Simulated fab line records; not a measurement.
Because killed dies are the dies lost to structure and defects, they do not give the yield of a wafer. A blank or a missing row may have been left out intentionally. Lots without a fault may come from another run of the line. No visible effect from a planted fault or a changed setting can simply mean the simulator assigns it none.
fab line records	flow sky130
record lots=5	wafers=15	lastDay=49
route steps=708 shown NWELL@61 PAD_OPEN@708
lots that met no fault: taken from a fault-free run of the same line
startH: hours from the record's opening day to when the first of the lot's shown wafers began	waitH: hours elapsed since this lot's preceding step	" the same as in the row above	L1.1+2: several wafers, shown together as one row	- no value, or no start was given	* or withheld: withheld	< > ~ a bound
route shown NAME@n: NAME is a module with steps in the file, n the number in the route of the first one	usual: the fault-free wafers' mean and standard deviation	same: alike in all rows	chamber/n: place in a boat	sites: the reading at each site	_std_site: the standard deviation of these	_edge_site: outer sites' mean less inner sites'	radiusMm: how far each site lies from the wafer's centre	mask NAME#n: copy n	behind: the tool/chamber that last shaped the wafer	hold: what put the lot on hold/how long, in hours/how the hold closed	device: the n, p or np transistor that did not switch	end of line: tests of these same wafers at the route's end	step lacking rows: just its recipe	killed: at the first sort, the dies lost to defects and structure; wafer yield is something else	map: a wafer's dies, x killed, . not, _ none there
set.NAME: the setting as run; set.NAME@STEP: as run at that earlier step	model.NAME: the simulator's own value behind a step, which no gauge read
certain route steps with their lots: each step a table, each wafer a row
services: the hour from which a tool's chamber was out of use, counted from the record's first day as startH (under 0 if before that day), plus the number of hours and why
## steps
# step SKY_NWELL_PEB_08
# recipe tempC=115	timeS=withheld
# step SKY_NWELL_DEVELOP_09
# recipe wallAngleDeg=90	developer=TMAH	developTimeS=60	devTempC=23
# step SKY_NWELL_OVL_MEAS_10
# usual NWELL_00_OVL=0.5/1.4
lot.wafer	tool	chamber	startH	waitH	NWELL_00_OVL[nm]
L938.1	overlay-02	-	130.54	-	-1.1
L938.3	"	-	"	"	0.0
L938.4	"	-	"	"	1.3
L942.1	overlay-01	-	157.88	-	-0.4
L942.2	"	-	"	"	0.9
L942.6	"	-	"	"	1.5
L943.3	overlay-02	-	159.79	-	2.2
L943.4	"	-	"	"	2.0
L943.6	"	-	"	"	2.7
L948.2	overlay-01	-	190.18	-	0.6
L948.4	"	-	"	"	1.4
L948.5	"	-	"	"	-0.5
L949.2	overlay-02	-	206.59	-	1.9
L949.4	"	-	"	"	0.5
L949.5	"	-	"	"	0.6
# step SKY_NWELL_IMPLANT_11
# recipe species=P	energyKev=400	doseCm2=1.9e+13	tiltDeg=withheld
# step SKY_NWELL_IMPLANT_12
# recipe species=P	energyKev=120	doseCm2=1.3e+12	tiltDeg=withheld
# step SKY_NWELL_IMPLANT_13
# recipe species=P	energyKev=50	doseCm2=7e+11	tiltDeg=withheld
# step SKY_NWELL_STRIP_14
# recipe chemistry=O2/N2	powerW=1400	pressureMtorr=1500	platenTempC=withheld	o2FlowSccm=3000	n2FlowSccm=300	overashFraction=0.5
# usual drypumpMotorCurrentA=5.8/0.47	oesProductAu=0.723/0.0041	stripTimeToEndpointS=36.92/0.13
lot.wafer	tool	chamber	startH	waitH	drypumpMotorCurrentA	oesProductAu	rfHoursCounterH	stripTimeToEndpointS
L938.1	plasmaAsher-02	0	131.02	0.1	5.9	0.723	1	36.73
L938.3	"	0	"	"	5.9	0.725	-	36.72
L938.4	"	1	"	"	5.3	0.721	-	36.73
L942.1	plasmaAsher-03	0	158.36	0.1	6.5	0.717	38	36.85
L942.2	"	1	"	"	5.6	0.728	38	36.85
L942.6	"	1	"	"	5.6	0.721	-	36.90
L943.3	plasmaAsher-02	1	160.30	0.1	5.4	0.722	-	36.83
L943.4	"	0	"	"	5.9	0.720	-	36.81
L943.6	"	1	"	"	5.3	0.726	-	36.87
L948.2	plasmaAsher-04	0	190.66	0.1	5.8	0.721	54	36.94
L948.4	"	0	"	"	5.8	0.718	-	37.13
L948.5	"	0	"	"	5.8	0.723	-	37.03
L949.2	plasmaAsher-03	0	207.07	0.1	6.5	0.724	43	36.82
L949.4	"	0	"	"	6.5	0.721	-	36.82
L949.5	"	0	"	"	6.5	0.722	-	36.80
# step SKY_NWELL_TW_MEAS_15
# usual NWELL_TW=1792/13
lot.wafer	tool	chamber	startH	waitH	NWELL_TW
L938.1	filmMetro-02	-	131.12	0.1	1796
L938.3	"	-	"	"	1796
L938.4	"	-	"	"	1794
L942.1	filmMetro-01	-	158.46	0.1	1808
L942.2	"	-	"	"	1821
L942.6	"	-	"	"	1815
L943.3	filmMetro-01	-	160.38	0.1	1800
L943.4	"	-	"	"	1812
L943.6	"	-	"	"	1803
L948.2	filmMetro-04	-	190.77	0.1	1780
L948.4	"	-	"	"	1788
L948.5	"	-	"	"	1778
L949.2	filmMetro-04	-	207.18	0.1	1798
L949.4	"	-	"	"	1795
L949.5	"	-	"	"	1799
# step SKY_NWELL_DEHYDRATE_16
# recipe tempC=200	timeS=60
# step SKY_NWELL_HMDS_17
# recipe primeTimeS=60	primeTempC=120
# step SKY_NWELL_COAT_18
# recipe spinRpm=2000	resistThkNm=3000
# step SKY_NWELL_SOFTBAKE_19
# recipe tempC=110	timeS=withheld
# step SKY_NWELL_EXPOSE_20
# recipe maskId=NWM_COMPLEMENT	na=0.6	sourceShape=conventional	sigmaOuter=0.6	polarization=unpolarized	targetCdNm=840	doseMj=260
lot.wafer	tool	chamber	startH	waitH	mask
L938.1+3+4	ilineStepper-02	0	141.66	-	NWM_COMPLEMENT_R1#0
L942.1+2+6	ilineStepper-02	0	167.56	-	NWM_COMPLEMENT#0
L943.3+4+6	ilineStepper-01	0	170.62	-	NWM_COMPLEMENT#0
L948.2+4+5	ilineStepper-02	0	201.75	-	NWM_COMPLEMENT#0
L949.2+4+5	ilineStepper-02	0	218.76	-	NWM_COMPLEMENT#0
# step SKY_NWELL_PEB_21
# recipe tempC=115	timeS=withheld
# step SKY_PAD_OPEN_PROBE_99
# usual killed_at_M0_to_M3=44/7.3	killed_at_M4_up=3.5/1.8	killedAtContacts=24/5.8	killedAtFrontEnd=16/4.3	killedAtOther=0.5/0.68	killedDies=88/9.4	killedOpen=48/6.8	killedShort=40/6.1
# same grossDies=492	killedAtBackSide=0
lot.wafer	tool	chamber	startH	waitH	killed_at_M0_to_M3	killed_at_M4_up	killedAtContacts	killedAtFrontEnd	killedAtOther	killedDies	killedOpen	killedShort	model.etest.pfet_16v.rOnOhmUm	model.etest.nfet_16v.rOnOhmUm	model.etest.resIsoPwell.widthNm	model.etest.resNwell.widthNm	model.etest.pfet_16v.driveUaUm
L938.1	prober-02	-	1125.27	0.1	48	2	21	21	0	92	56	36	1.613e+04	1.346e+04	2558	876.2	227
L938.3	prober-02	-	1125.37	0.2	47	1	15	12	1	76	44	32	1.572e+04	1.352e+04	2552	871	229.7
L938.4	prober-02	-	1125.42	0.2	54	6	16	19	0	95	44	50	1.567e+04	1.349e+04	2556	867.6	231.2
L943.3	prober-02	-	1153.84	0.2	41	3	30	26	0	100	61	39	1.501e+04	1.41e+04	2628	848.8	252.3
L943.4	prober-02	-	1153.89	0.2	42	2	26	24	0	94	46	48	1.498e+04	1.414e+04	2638	849.4	249.9
L943.6	prober-02	-	1153.99	0.2	43	3	25	20	1	92	50	41	1.493e+04	1.408e+04	2660	850.5	250.9
L942.1	prober-01	-	1155.25	0.1	48	3	29	24	0	104	62	39	1.558e+04	1.411e+04	2665	840.1	236.6
L942.2	prober-01	-	1155.30	0.1	49	4	29	22	0	104	54	49	1.548e+04	1.392e+04	2637	834.5	239.7
L942.6	prober-01	-	1155.50	0.2	44	2	31	18	1	96	51	44	1.534e+04	1.404e+04	2655	840	236.9
L948.2	prober-01	-	1174.12	0.1	44	4	24	17	0	89	50	38	1.514e+04	1.422e+04	2651	828.8	243.6
L948.4	prober-01	-	1174.22	0.2	48	5	24	17	1	95	47	47	1.508e+04	1.412e+04	2654	826.2	244.1
L948.5	prober-01	-	1174.27	0.2	41	2	27	13	0	83	37	46	1.516e+04	1.414e+04	2655	826.3	247.9
L949.2	prober-01	-	1187.35	0.1	54	2	29	14	0	99	65	34	1.552e+04	1.428e+04	2624	841.9	238.3
L949.4	prober-01	-	1187.45	0.2	48	3	30	9	0	90	57	33	1.553e+04	1.424e+04	2642	843.9	239
L949.5	prober-01	-	1187.50	0.2	41	5	26	11	0	83	47	36	1.518e+04	1.407e+04	2652	842.5	242.4
# killed by level:class
L938.1 VIA1:geometricParticle:open=11 CONTACT:geometricParticle:open=9 VIA3:geometricParticle:open=7 POLY_GATE:geometricParticle:open=5 POLY_GATE:geometricParticle:short=5 LI_CONTACT:geometricParticle:open=5 VIA1:geometricParticle:short=5 VIA2:geometricParticle:open=5
L938.3 VIA1:geometricParticle:open=15 VIA3:geometricParticle:open=8 CONTACT:geometricParticle:open=7 METAL2:geometricParticle:short=5 FIELD_ISO:geometricParticle:short=4 VIA3:geometricParticle:short=4 FIELD_ISO:geometricParticle:open=3 LI_CONTACT:geometricParticle:open=3
L938.4 METAL1:geometricParticle:short=9 VIA3:geometricParticle:open=8 METAL2:geometricParticle:short=7 VIA1:geometricParticle:open=7 FIELD_ISO:geometricParticle:open=6 METAL4:geometricParticle:short=6 VIA2:geometricParticle:open=6 POLY_GATE:geometricParticle:short=5
L943.3 CONTACT:geometricParticle:open=12 LI_CONTACT:geometricParticle:open=11 VIA1:geometricParticle:open=8 METAL1:geometricParticle:short=7 POLY_GATE:geometricParticle:short=7 FIELD_ISO:geometricParticle:open=6 METAL2:geometricParticle:short=6 VIA2:geometricParticle:open=6
L943.4 CONTACT:geometricParticle:open=8 VIA1:geometricParticle:open=8 METAL2:geometricParticle:short=8 POLY_GATE:geometricParticle:open=7 LI_CONTACT:geometricParticle:open=7 LOCAL_INTERCONNECT:geometricParticle:short=6 FIELD_ISO:geometricParticle:short=5 POLY_GATE:geometricParticle:short=5
L943.6 METAL1:geometricParticle:short=8 LI_CONTACT:geometricParticle:open=8 VIA1:geometricParticle:open=8 CONTACT:geometricParticle:open=6 VIA2:geometricParticle:open=6 FIELD_ISO:geometricParticle:open=5 CONTACT:geometricParticle:short=5 VIA3:geometricParticle:open=5
L942.1 VIA3:geometricParticle:open=12 VIA1:geometricParticle:open=12 CONTACT:geometricParticle:open=10 METAL1:geometricParticle:short=7 LI_CONTACT:geometricParticle:open=6 CONTACT:geometricParticle:short=6 FIELD_ISO:geometricParticle:open=5 FIELD_ISO:geometricParticle:short=4
L942.2 CONTACT:geometricParticle:open=12 VIA3:geometricParticle:open=10 VIA2:geometricParticle:open=8 LI_CONTACT:geometricParticle:open=7 METAL1:geometricParticle:short=6 METAL3:geometricParticle:short=6 FIELD_ISO:geometricParticle:open=5 METAL2:geometricParticle:short=5
L942.6 VIA1:geometricParticle:open=13 LI_CONTACT:geometricParticle:open=10 CONTACT:geometricParticle:open=9 VIA3:geometricParticle:open=6 CONTACT:geometricParticle:short=5 FIELD_ISO:geometricParticle:short=4 POLY_GATE:geometricParticle:open=4 LI_CONTACT:geometricParticle:short=4
L948.2 VIA1:geometricParticle:open=10 VIA2:geometricParticle:open=8 CONTACT:geometricParticle:open=7 FIELD_ISO:geometricParticle:open=6 FIELD_ISO:geometricParticle:short=5 LI_CONTACT:geometricParticle:short=5 METAL2:geometricParticle:short=5 VIA3:geometricParticle:open=5
L948.4 VIA1:geometricParticle:open=12 METAL1:geometricParticle:short=7 CONTACT:geometricParticle:open=7 VIA1:geometricParticle:short=7 LI_CONTACT:geometricParticle:open=6 CONTACT:geometricParticle:short=6 VIA2:geometricParticle:open=5 METAL2:geometricParticle:short=5
L948.5 CONTACT:geometricParticle:open=10 METAL2:geometricParticle:short=8 VIA3:geometricParticle:open=7 VIA1:geometricParticle:short=6 CONTACT:geometricParticle:short=6 LI_CONTACT:geometricParticle:open=6 VIA1:geometricParticle:open=6 LOCAL_INTERCONNECT:geometricParticle:short=5
L949.2 VIA3:geometricParticle:open=14 VIA1:geometricParticle:open=13 LI_CONTACT:geometricParticle:open=10 CONTACT:geometricParticle:open=10 VIA2:geometricParticle:open=6 CONTACT:geometricParticle:short=5 VIA1:geometricParticle:short=5 METAL2:geometricParticle:short=5
L949.4 CONTACT:geometricParticle:open=13 VIA1:geometricParticle:open=11 VIA2:geometricParticle:open=11 LI_CONTACT:geometricParticle:open=9 METAL2:geometricParticle:short=6 VIA3:geometricParticle:open=5 LOCAL_INTERCONNECT:geometricParticle:short=4 CONTACT:geometricParticle:short=4
L949.5 CONTACT:geometricParticle:open=13 VIA3:geometricParticle:open=8 LI_CONTACT:geometricParticle:open=7 METAL1:geometricParticle:short=6 VIA1:geometricParticle:open=5 METAL2:geometricParticle:short=4 VIA3:geometricParticle:short=4 VIA1:geometricParticle:short=4
## services
tool	chamber	startH	hours	kind
plasmaAsher-02	-	108.75	9.0	pm
plasmaAsher-02	0	108.75	9.0	ventCycle
plasmaAsher-02	1	108.75	9.0	ventCycle
plasmaAsher-02	0	117.75	-	clean
plasmaAsher-02	1	117.75	-	clean
plasmaAsher-02	-	136.46	2.8	pm
ilineStepper-02	-	143.45	13.1	repair
plasmaAsher-03	-	159.93	0.4	repair
ilineStepper-01	-	184.33	1.7	pm
plasmaAsher-02	-	193.85	0.6	repair
## key
firstSign step=SKY_NWELL_EXPOSE_20	reading=mask	direction=changed
effect none on later readings
modelEffect step=SKY_PAD_OPEN_PROBE_99	value=etest.pfet_16v.rOnOhmUm	without=1.509e+04	struck=1.584e+04
metAt SKY_NWELL_EXPOSE_20
struckWafers L938.1,L938.3,L938.4
testerLeftOut L938
fault kind=wrongMask	tool=any	chamber=-	onsetH=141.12	steps=SKY_NWELL_EXPOSE_20	auxCopy=NWM_COMPLEMENT_R1#0	cdOffsetNm=-101	scope=struckLotsOnly
# testerLeftOut: of these lots the tester's yield and bins aren't shown, on N5 and GAA mostly nor the transistor test; their killed dies are dies lost to structure and defects alone, not to doping, threshold or leakage, so they don't give the yield
